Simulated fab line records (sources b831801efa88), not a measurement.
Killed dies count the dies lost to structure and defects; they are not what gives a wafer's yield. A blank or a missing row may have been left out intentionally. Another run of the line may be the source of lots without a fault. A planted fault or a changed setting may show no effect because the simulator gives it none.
The same fault as seen by 2 desks ; flow gf180mcu ; only its own numbers are on each desk; what lay behind them is given at the end

THE TOOL OWNER'S DESK: rie-diel-03
The tool's own readings at GF_HV_LDD_ETCHBACK_58 (etches Si3N4 in CH3F/O2, stops on SiO2, time 100 s, target depth 90 nm): means of the sampled wafers that have a number, for each lot that ran on this tool. The brackets show how far a lot's mean lies from the usual mean; more than 4 standard deviations puts the lot out of limits, marked OUT.
Columns: A = drypump-motor-current-A at GF_HV_LDD_ETCHBACK_58, usual 5.7 A; B = oes-product-au at GF_HV_LDD_ETCHBACK_58, usual 0.844 a.u.; C = rf-fwd-power-W at GF_HV_LDD_ETCHBACK_58, usual 397.6 W; D = throttle-valve-pct at GF_HV_LDD_ETCHBACK_58, usual 10.561 %
lot;first seen here;A;B;C;D
L959;day 12 13:14;5.5;0.848;398.3;10.566
L964;day 14 04:11;5.9;0.851;398.0;10.572
L965;day 14 12:03;5.6;0.838;397.4;10.558
L968;day 15 12:23;5.5;0.844;419.8 (+16) OUT;10.553
This desk's verdict: out of limits on L968, starting with L968 at day 15 12:23 (rf-fwd-power-W at GF_HV_LDD_ETCHBACK_58). Within limits: L959, L964, L965.

METROLOGY DESK
Lot by lot, what the gauges showed, no matter which tool ran the lot: averages of those sampled wafers that carry a number. The brackets show how far a lot's mean lies from the usual mean; more than 4 standard deviations puts the lot out of limits, marked OUT.
Columns: A = V4_W_RS at GF_V4_RS_MEAS_24, usual 0.329 ohm/sq
lot;first seen here;A
L959;day 24 09:20;0.327
L960;day 24 15:53;0.330
L961;day 25 02:33;0.328
L963;day 25 20:22;0.329
L964;day 26 06:40;0.331
L965;day 26 12:28;0.327
L968;day 27 12:11;0.323
L976;day 29 21:44;0.326
L977;day 30 07:00;0.325
L979;day 30 17:52;0.331
L980;day 30 18:35;0.331
L981;day 30 23:18;0.332
L982;day 31 09:25;0.329
This desk's verdict: no lot among the 13 shows anything out of limits.

BROUGHT TOGETHER
The tool owner's desk could have raised an alarm at day 15 12:23, on L968.
Nothing out of limits was seen by the metrology desk.
The metrology desk has L968 on record, within its limits.
Every lot named ran GF_HV_LDD_ETCHBACK_58 on rie-diel-03.

WHAT THE SIMULATOR HAD PUT IN
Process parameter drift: rie-diel-03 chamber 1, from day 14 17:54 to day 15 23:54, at GF_HV_LDD_ETCHBACK_58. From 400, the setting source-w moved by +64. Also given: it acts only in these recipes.
Lots struck among those shown: L968.
Each desk's first reading out of limits, in hours after the fault started: the tool owner's desk, 18.
